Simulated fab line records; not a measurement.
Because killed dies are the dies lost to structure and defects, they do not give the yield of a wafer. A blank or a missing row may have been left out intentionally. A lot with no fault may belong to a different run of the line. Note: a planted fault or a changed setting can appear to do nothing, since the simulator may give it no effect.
Matching of chambers ; flow sky130 ; 3 sister chambers for SKY_CAP2M_CVD_00 on pecvd-04
The step deposits SiO2, target thk 15.5 nm. 6 wafers are shown with their chamber, then 7 later ones without.

== WAFERS WITH THEIR CHAMBER ==
wafer;chamber;heater-power-w (W)
L207.3;1;653
L208.5;0;625
L210.5;2;844
L210.6;1;727
L220.1;2;787
L220.4;0;756

== WAFERS WITH NO CHAMBER GIVEN ==
wafer;heater-power-w (W)
L220.5;807
L223.2;705
L223.3;779
L223.6;721
L225.1;627
L225.4;620
L225.5;623

== THE CHAMBER EACH PASSED THROUGH ==
wafer;from the rows above;in truth
L220.5;can't be placed: 2 or 0 or 1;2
L223.2;can't be placed: 0 or 1 or 2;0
L223.3;can't be placed: 2 or 0 or 1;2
L223.6;can't be placed: 0 or 1 or 2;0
L225.1;can't be placed: 1 or 0 or 2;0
L225.4;can't be placed: 1 or 0 or 2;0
L225.5;can't be placed: 1 or 0 or 2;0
Correct placement for 0 of the 7. Cannot be placed on the basis of these rows: 7; the candidates contain the true chamber in 7. Number placed wrongly: 0.
How it was worked out, from the rows above alone: a wafer's distance from a chamber is the root of the sum, over the readings, of the square of ((its reading less the chamber's mean) divided by the reading's scatter). The wafer belongs to the nearest chamber; if the next one is less than 2 further off, it can't be placed. For every chamber, the mean is computed from those of its wafers that are shown. The scatter: the root of (the sum of the squares of (reading less its chamber's mean) over the shown wafers, divided by (wafers less chambers)).
